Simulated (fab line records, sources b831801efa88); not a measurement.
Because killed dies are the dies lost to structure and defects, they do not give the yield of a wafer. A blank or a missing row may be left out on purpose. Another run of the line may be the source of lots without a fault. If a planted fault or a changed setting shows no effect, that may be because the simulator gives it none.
fab line records    flow sky130
record: lots: 14  wafers: 42  last-day: 50
route steps=708 shown SD_N@358 LI_CONTACT@363
lots with no fault: from the same line, run without faults
start-h: start of the lot's first displayed wafer, in hours after the record's first day    wait-h: time in hours since the lot's previous step    " same as the row above    L1.1+2: a row that stands for several wafers    - either no value or no given start    * or withheld: withheld    < > ~ a bound
route shown NAME@n: a module of which the file shows steps, and the number in the route of the first    usual: mean and standard deviation over wafers with no fault    same: alike in all rows    chamber/n: place in a boat    sites: per-site readings    _std_site: their standard deviation    _edge_site: mean of outer sites minus mean of inner sites    radius-mm: for every site, how far away it sits from the centre of the wafer    mask NAME#n: copy n    behind: the last tool/chamber to shape the wafer    hold: what put the lot on hold/how long, in hours/how the hold closed    device: the transistor (n, p or np) that didn't switch    end of line: the same wafers' tests at the end of the route    a step without rows: its recipe alone    killed: not the wafer's yield, but the dies lost to structure and defects at the first sort    map: a wafer's dies, x killed, . not, _ none there
set.NAME: the run value of the setting; set.NAME@STEP: its run value at that earlier step    model.NAME: the simulator's own value behind a step, which no gauge read
steps of the route over a sample of lots; a table a step, a row a wafer
== steps ==
step: SKY_SD_N_RS_MEAS_16
recipe: thk-meas-gauge: four-point-probe
usual: SD_N_RS: 68.51/0.13
lot.wafer  tool           chamber  start-h  wait-h  SD_N_RS[ohm/sq]
L141.1     film-metro-04  -        635.74   0.1     68.47
L141.2     "              -        "        "       68.63
L141.3     "              -        "        "       68.48
L142.2     film-metro-01  -        641.84   0.1     68.48
L142.3     "              -        "        "       68.59
L142.5     "              -        "        "       68.54
L143.2     film-metro-02  -        655.71   0.1     68.49
L143.3     "              -        "        "       68.53
L143.6     "              -        "        "       68.39
L146.2     film-metro-01  -        708.95   0.1     68.32
L146.4     "              -        "        "       68.38
L146.6     "              -        "        "       68.51
L148.1     film-metro-01  -        723.84   0.1     68.49
L148.5     "              -        "        "       68.48
L148.6     "              -        "        "       68.50
L149.3     film-metro-01  -        728.22   0.1     68.60
L149.4     "              -        "        "       68.60
L149.5     "              -        "        "       68.53
L150.3     film-metro-01  -        734.36   0.1     68.64
L150.4     "              -        "        "       68.58
L150.5     "              -        "        "       68.69
L152.1     film-metro-01  -        751.84   0.1     68.26
L152.5     "              -        "        "       68.43
L152.6     "              -        "        "       68.46
L154.2     film-metro-01  -        755.76   0.1     68.32
L154.3     "              -        "        "       68.56
L154.6     "              -        "        "       68.53
L155.1     film-metro-02  -        763.67   0.1     68.78
L155.3     "              -        "        "       68.70
L155.4     "              -        "        "       68.89
L161.1     film-metro-04  -        808.13   0.1     68.50
L161.2     "              -        "        "       68.53
L161.6     "              -        "        "       68.46
L162.1     film-metro-01  -        813.38   0.1     68.63
L162.3     "              -        "        "       68.43
L162.6     "              -        "        "       68.34
L163.1     film-metro-02  -        818.77   0.1     68.65
L163.4     "              -        "        "       68.66
L163.6     "              -        "        "       68.53
L164.1     film-metro-04  -        825.60   0.1     68.62
L164.2     "              -        "        "       68.57
L164.3     "              -        "        "       68.61
step: SKY_LI_CONTACT_THK_MEAS_01
recipe: reads: PSG_of_LI_CONTACT_HDPCVD_00
usual: LI_CONTACT_HDPCVD_THK: 929/8.5
lot.wafer  tool           chamber  start-h  wait-h  LI_CONTACT_HDPCVD_THK[nm]
L141.1     film-metro-01  -        636.22   0.1     933
L141.2     "              -        "        "       916
L141.3     "              -        "        "       944
L142.2     film-metro-02  -        642.31   0.1     932
L142.3     "              -        "        "       936
L142.5     "              -        "        "       932
L143.2     film-metro-04  -        656.18   0.1     928
L143.3     "              -        "        "       924
L143.6     "              -        "        "       927
L146.2     film-metro-01  -        709.43   0.1     925
L146.4     "              -        "        "       919
L146.6     "              -        "        "       921
L148.1     film-metro-01  -        724.32   0.1     935
L148.5     "              -        "        "       940
L148.6     "              -        "        "       928
L149.3     film-metro-04  -        728.68   0.1     955
L149.4     "              -        "        "       947
L149.5     "              -        "        "       946
L150.3     film-metro-02  -        734.82   0.1     915
L150.4     "              -        "        "       927
L150.5     "              -        "        "       932
L152.1     film-metro-02  -        752.37   0.1     926
L152.5     "              -        "        "       929
L152.6     "              -        "        "       932
L154.2     film-metro-02  -        756.23   0.1     927
L154.3     "              -        "        "       920
L154.6     "              -        "        "       913
L155.1     film-metro-01  -        764.20   0.1     934
L155.3     "              -        "        "       931
L155.4     "              -        "        "       927
L161.1     film-metro-02  -        808.61   0.1     922
L161.2     "              -        "        "       934
L161.6     "              -        "        "       937
L162.1     film-metro-02  -        813.86   0.1     923
L162.3     "              -        "        "       928
L162.6     "              -        "        "       915
L163.1     film-metro-04  -        819.30   0.1     923
L163.4     "              -        "        "       936
L163.6     "              -        "        "       928
L164.1     film-metro-02  -        826.08   0.1     937
L164.2     "              -        "        "       931
L164.3     "              -        "        "       926
step: SKY_LI_CONTACT_SOFTBAKE_08
recipe: temp-c: 100  time-s: 92.34  resist: KrF-thick
usual: chill-plate-temp-C: 23.01/0.096  heater-power-total-W: 57.30/0.094  plate-sensor-t-centre-C: 100.88/0.01  plate-sensor-t-edge-C: 100.95/0.0098
lot.wafer  tool            chamber  start-h  wait-h  chill-plate-temp-C  heater-power-total-W  plate-sensor-t-centre-C  plate-sensor-t-edge-C
L141.1     litho-track-03  0        651      -       22.91               57.20                 100.89                   100.95
L141.2     "               0        "        "       22.92               57.26                 100.88                   100.95
L141.3     "               0        "        "       22.90               57.26                 100.87                   100.96
L142.2     litho-track-04  0        656      -       22.87               57.29                 100.89                   100.95
L142.3     "               0        "        "       22.93               57.31                 100.88                   100.96
L142.5     "               0        "        "       22.97               57.42                 100.87                   100.96
L143.2     litho-track-01  0        670      -       22.97               57.27                 100.88                   100.97
L143.3     "               0        "        "       23.02               57.42                 100.9                    100.95
L143.6     "               0        "        "       22.84               57.35                 100.88                   100.96
L146.2     litho-track-04  0        723      -       23.03               57.32                 100.88                   100.96
L146.4     "               0        "        "       22.98               57.19                 100.87                   100.95
L146.6     "               0        "        "       22.98               57.20                 100.9                    100.94
L148.1     litho-track-04  0        738      -       22.91               57.33                 100.89                   100.96
L148.5     "               0        "        "       22.93               57.30                 100.86                   100.94
L148.6     "               0        "        "       23.02               57.32                 100.91                   100.96
L149.3     litho-track-03  0        743      -       23.15               57.38                 100.88                   100.95
L149.4     "               0        "        "       23.19               57.16                 100.87                   100.97
L149.5     "               0        "        "       23.27               57.32                 100.87                   100.96
L150.3     litho-track-03  0        748      -       22.95               57.25                 100.86                   100.97
L150.4     "               0        749      -       22.95               57.41                 100.88                   100.96
L150.5     "               0        "        "       23.01               57.23                 100.89                   100.95
L152.1     litho-track-03  0        765      -       23.17               57.37                 100.88                   100.94
L152.5     "               0        766      -       23.05               57.13                 100.87                   100.95
L152.6     "               0        "        "       22.98               57.43                 100.88                   100.95
L154.2     litho-track-04  0        769      -       23.19               56.25                 99.637                   99.71
L154.3     "               0        "        "       23.08               56.27                 99.631                   99.719
L154.6     "               0        "        "       23.04               56.48                 99.657                   99.712
L155.1     litho-track-04  0        778      -       22.86               56.34                 99.643                   99.709
L155.3     "               0        "        "       23.02               56.36                 99.637                   99.704
L155.4     "               0        "        "       23.16               56.23                 99.64                    99.71
L161.1     litho-track-03  0        821      -       22.98               57.22                 100.86                   100.94
L161.2     "               0        "        "       22.85               57.24                 100.88                   100.95
L161.6     "               0        "        "       23.09               57.36                 100.87                   100.95
L162.1     litho-track-01  0        827      -       23.08               57.24                 100.89                   100.96
L162.3     "               0        "        "       23.16               57.39                 100.9                    100.94
L162.6     "               0        "        "       23.01               57.48                 100.89                   100.94
L163.1     litho-track-03  0        832      -       23.01               57.41                 100.89                   100.94
L163.4     "               0        "        "       22.98               57.34                 100.88                   100.97
L163.6     "               0        "        "       23.01               57.36                 100.88                   100.96
L164.1     litho-track-04  0        839      -       22.90               57.21                 100.88                   100.95
L164.2     "               0        840      -       23.01               57.17                 100.88                   100.94
L164.3     "               0        "        "       23.03               57.41                 100.88                   100.94
step: SKY_LI_CONTACT_OVL_MEAS_13
usual: LI_CONTACT_OVL: 1/5.2
lot.wafer  tool        chamber  start-h  wait-h  LI_CONTACT_OVL[nm]
L141.1     overlay-01  -        665.69   0.1     7
L141.2     "           -        "        "       9
L141.3     "           -        "        "       1
L142.2     overlay-01  -        670.44   0.1     -1
L142.3     "           -        "        "       1
L142.5     "           -        "        "       4
L143.2     overlay-02  -        685.24   0.1     10
L143.3     "           -        "        "       1
L143.6     "           -        "        "       5
L146.2     overlay-02  -        737.34   0.1     -1
L146.4     "           -        "        "       -2
L146.6     "           -        "        "       6
L148.1     overlay-01  -        752.63   0.1     -4
L148.5     "           -        "        "       -6
L148.6     "           -        "        "       -2
L149.3     overlay-01  -        756.46   0.1     0
L149.4     "           -        "        "       10
L149.5     "           -        "        "       6
L150.3     overlay-01  -        762.09   0.1     -7
L150.4     "           -        "        "       -2
L150.5     "           -        "        "       -4
L152.1     overlay-02  -        779.78   0.1     2
L152.5     "           -        "        "       5
L152.6     "           -        "        "       -5
L154.2     overlay-02  -        782.79   0.1     -5
L154.3     "           -        "        "       -7
L154.6     "           -        "        "       -5
L155.1     overlay-01  -        791.93   0.1     6
L155.3     "           -        "        "       -10
L155.4     "           -        "        "       10
L161.1     overlay-01  -        835.13   0.1     -2
L161.2     "           -        "        "       -5
L161.6     "           -        "        "       5
L162.1     overlay-02  -        840.54   0.1     -5
L162.3     "           -        "        "       -3
L162.6     "           -        "        "       7
L163.1     overlay-02  -        845.75   0.1     -1
L163.4     "           -        "        "       4
L163.6     "           -        "        "       4
L164.1     overlay-02  -        852.79   0.1     -3
L164.2     "           -        "        "       -4
L164.3     "           -        "        "       2
== key ==
first-sign: step: SKY_LI_CONTACT_SOFTBAKE_08  reading: plate-sensor-t-edge-C  direction: down  sigmas: 99+  usual: 100.95  struck: 99.71
effect: step: SKY_LI_CONTACT_SOFTBAKE_08  reading: plate-sensor-t-centre-C  direction: down  sigmas: 99+  usual: 100.88  struck: 99.641
met-at SKY_LI_CONTACT_SOFTBAKE_08
struck-lots L154,L155
tester-left-out L154,L155
not-acting-at SKY_SD_N_RS_MEAS_16,SKY_LI_CONTACT_THK_MEAS_01,SKY_LI_CONTACT_OVL_MEAS_13
onset-between 738 769
fault: kind: process-parameter-drift  tool: litho-track-04  chamber: -  onset-h: 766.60  steps: SKY_LI_CONTACT_SOFTBAKE_08  channel: temp-c  offset: *  shape: step  end-h: 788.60  acts-in: *  stated: *
tester-left-out: of these lots the tester's yield and bins aren't shown, on N5 and GAA mostly nor the transistor test; their killed dies are dies lost to structure and defects alone, not to doping, threshold or leakage, so they don't give the yield
